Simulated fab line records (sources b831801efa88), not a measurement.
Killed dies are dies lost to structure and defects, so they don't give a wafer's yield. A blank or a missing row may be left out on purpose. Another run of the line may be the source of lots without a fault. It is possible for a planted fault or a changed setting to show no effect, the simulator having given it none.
Code-filled problem report in 8D (eight disciplines) form -- flow sky130 -- the parts of the form that need people (team, actions taken, sign-off) are left out

== 1. WHAT WENT WRONG ==
Mean of strip_time_to_endpoint_s at SKY_METAL2_STRIP_20: 2.493 s across 4 wafers in 2 lots; on wafers with no fault it is 2.680 s (standard deviation 0.026). That puts it -7.2 standard deviations away from the usual mean.
The step: strips in O2/N2.
Earliest sighting: wafer L578.1 on plasma_asher-01 at day 39 03:12. Wafers with a number at this step in the record: 18, from 6 lots. Rule for "out", or "out of limits": more than 4 standard deviations from the usual mean. All remaining wafers that have a number are taken as sound.

== 2. WHAT IT IS; WHAT IT IS NOT ==
question,is,is not
which readings at this step,strip_time_to_endpoint_s,drypump_motor_current_A
which lots,"L578, L580","L570, L577, L588, L589"
which wafers of those lots,"L578.1, L578.3, L580.1, L580.3","L578.4, L580.6"
read on which tools,"plasma_asher-01, plasma_asher-03",plasma_asher-02
when,from day 39 03:12,"up to then (7 sound wafers); but 7 sound wafers of L580, L588, L589 came after"

== 3. WHAT RULES OUT EACH SUSPECT ==
Counting: any tool at a process step up to the reading remains a suspect provided it ran every lot that is out. Sound lots after the first of them don't rule it out here, since some wafers of a struck lot are sound.
- rie_metal-02 at SKY_METAL2_DESCUM_17 (chemistry O2, time 8 s): kept. Every lot that is out went through it, the first being L578 (day 39 02:50); the last sound lot it ran before that was L577 (day 38 10:17).
- rie_metal-02 at SKY_METAL2_ETCH_18 (etches BARC in N2/H2, stops on SiO2, time 45.9 s, target depth 60 nm): kept. Every lot that is out went through it, the first being L578 (day 39 02:53); the last sound lot it ran before that was L577 (day 38 10:20).
- rie_metal-02 at SKY_METAL2_METAL_ETCH_19 (etches the open film in Cl2/BCl3, stops on SiO2, target depth 360 nm, time 78 s): kept. Every lot that is out went through it, the first being L578 (day 39 03:01); the last sound lot it ran before that was L577 (day 38 10:24).
Still standing after the count: rie_metal-02 at SKY_METAL2_DESCUM_17, rie_metal-02 at SKY_METAL2_ETCH_18, rie_metal-02 at SKY_METAL2_METAL_ETCH_19.

== 4. THE CAUSE (what the simulator had put in) ==
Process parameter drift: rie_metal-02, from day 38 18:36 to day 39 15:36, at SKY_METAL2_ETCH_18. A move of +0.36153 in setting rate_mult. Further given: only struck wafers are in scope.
Of the 3 suspects that counting leaves, this tool is one.

== 5. THE CHAIN OF EFFECTS, in route order ==
One row per reading whose mean, taken over the struck wafers that have a number, lies over 3 standard deviations from the usual. Only readings for which the record gives a usual standard deviation are gone through. hours: the time from each lot's start at the first step in this table that gives one to its start at this step, as a median over the lots. sigmas: the change in usual standard deviations.
hours,step,reading,usual,on struck wafers,change,sigmas
0,SKY_METAL2_STRIP_20,strip_time_to_endpoint_s,2.680 s,2.493,-0.188,-7.2
It contains these process steps:
- SKY_METAL2_STRIP_20: strips in O2/N2.

== 6. WHAT WOULD HAVE CAUGHT IT SOONER ==
The fault began at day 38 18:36; the first out-of-limits reading in this record came at day 39 03:12, 9 hours later.
Tool readings at SKY_METAL2_ETCH_18 with a usual standard deviation given in the record: none out on any struck wafer, hence no alarm at a limit of 4 standard deviations on them.
Of the lots that are out (2), L580 began SKY_METAL2_ETCH_18 on rie_metal-02 after day 39 03:12. Holding the tool at that time would have saved it.
